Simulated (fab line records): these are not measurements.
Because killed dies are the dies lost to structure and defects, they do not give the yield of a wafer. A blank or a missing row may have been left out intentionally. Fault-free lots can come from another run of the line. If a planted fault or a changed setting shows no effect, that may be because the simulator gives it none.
Problem report, 8D (eight disciplines) form, completed by code -- flow sky130 -- the parts of the form that need people (team, actions taken, sign-off) are left out

1. THE PROBLEM
At SKY_PAD_OPEN_PROBE_99, sort_bin_3_pad_short averages 4.5 % over 9 wafers from 3 lots, while fault-free wafers read 0.9 %, standard deviation 0.42. Relative to the usual mean, that is a shift of +8.5 standard deviations.
First observed at day 49 04:36: wafer L586.2, on prober-02. The record holds 12 wafers of 4 lots with a number at this step. Rule for "out" (also "out of limits"): further than 4 standard deviations from the usual mean. The other wafers with a number count as sound.

2. WHAT THIS IS AND IS NOT
question,is,is not
which readings at this step,sort_bin_3_pad_short,"killed_at_M4_up, killedAtContacts, killedAtFrontEnd, killedAtOther, killedShort, sort_bin_6_memory"
which lots,"L586, L588, L589",L582
which wafers of those lots,all that have a number,-
read on which tools,"prober-01, prober-02",-
when,from day 49 04:36,up to then (3 sound wafers)

3. THE SUSPECTS, EACH WITH WHAT RULES IT OUT
Counting: a tool at a process step up to the reading stays a suspect if it ran every lot that is out and no sound lot after the first of them.
- rieDiel-04 at SKY_VIA2_ETCH_15 (etches SiO2 in C4F8/O2/Ar, stops on TiN, target depth 546 nm, time 84 s): kept. It ran every lot that is out, first L586 (day 40 14:16), and no sound lot after that.
- pvdSputter-04 at SKY_VIA3_SPUTTER_20 (material TiN, target thk 20 nm, time 80 s): kept. It ran every lot that is out, first L586 (day 43 18:04), and no sound lot after that.
Remaining after the count are rieDiel-04 at SKY_VIA2_ETCH_15 and pvdSputter-04 at SKY_VIA3_SPUTTER_20.

4. THE CAUSE (what the simulator had put in)
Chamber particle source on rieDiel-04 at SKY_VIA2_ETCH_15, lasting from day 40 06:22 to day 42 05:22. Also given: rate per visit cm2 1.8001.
After counting, 2 suspects remain, this tool included.

5. THE EFFECT CHAIN, in route order
Each row: a reading where the mean over the struck wafers with a number is more than 3 standard deviations away from the usual. Scope: only readings with a usual standard deviation given in the record; hours: median across lots of the time from each lot's start at the first step in this table that gives one to its start at this step; sigmas: change in usual standard deviations.
hours,step,reading,usual,on struck wafers,change,sigmas
0,SKY_PAD_OPEN_PROBE_99,defectLimitedYield,82.8 %,74.2,-8.6,-4.3
0,SKY_PAD_OPEN_PROBE_99,killed_at_M0_to_M3,43,87,+44,+6.1
0,SKY_PAD_OPEN_PROBE_99,killedDies,85,127,+42,+4.2
0,SKY_PAD_OPEN_PROBE_99,sort_bin_3_pad_short,0.9 %,4.5,+3.6,+8.5
0,SKY_PAD_OPEN_PROBE_99,sort_bin_5_function,10.3 %,15.0,+4.7,+3.2
0,SKY_PAD_OPEN_PROBE_99,sortNPass,407,365,-42,-4.2
0,SKY_PAD_OPEN_PROBE_99,sortYieldPct,82.8 %,74.2,-8.6,-4.3
Here are the process steps it includes:
- SKY_PAD_OPEN_PROBE_99

6. HOW IT WOULD HAVE BEEN CAUGHT EARLIER
First out-of-limits reading in this record: day 49 04:36, which is 214 hours after fault onset at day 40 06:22.
An alarm limit of 4 standard deviations would not have fired on the tool readings at SKY_VIA2_ETCH_15 for which the record gives a usual standard deviation, since none of them was out on any struck wafer.
Each of the lots that are out, 3 in all, had begun SKY_VIA2_ETCH_15 on rieDiel-04 no later than day 49 04:36. Tool hold at that time: it would have spared none of them.
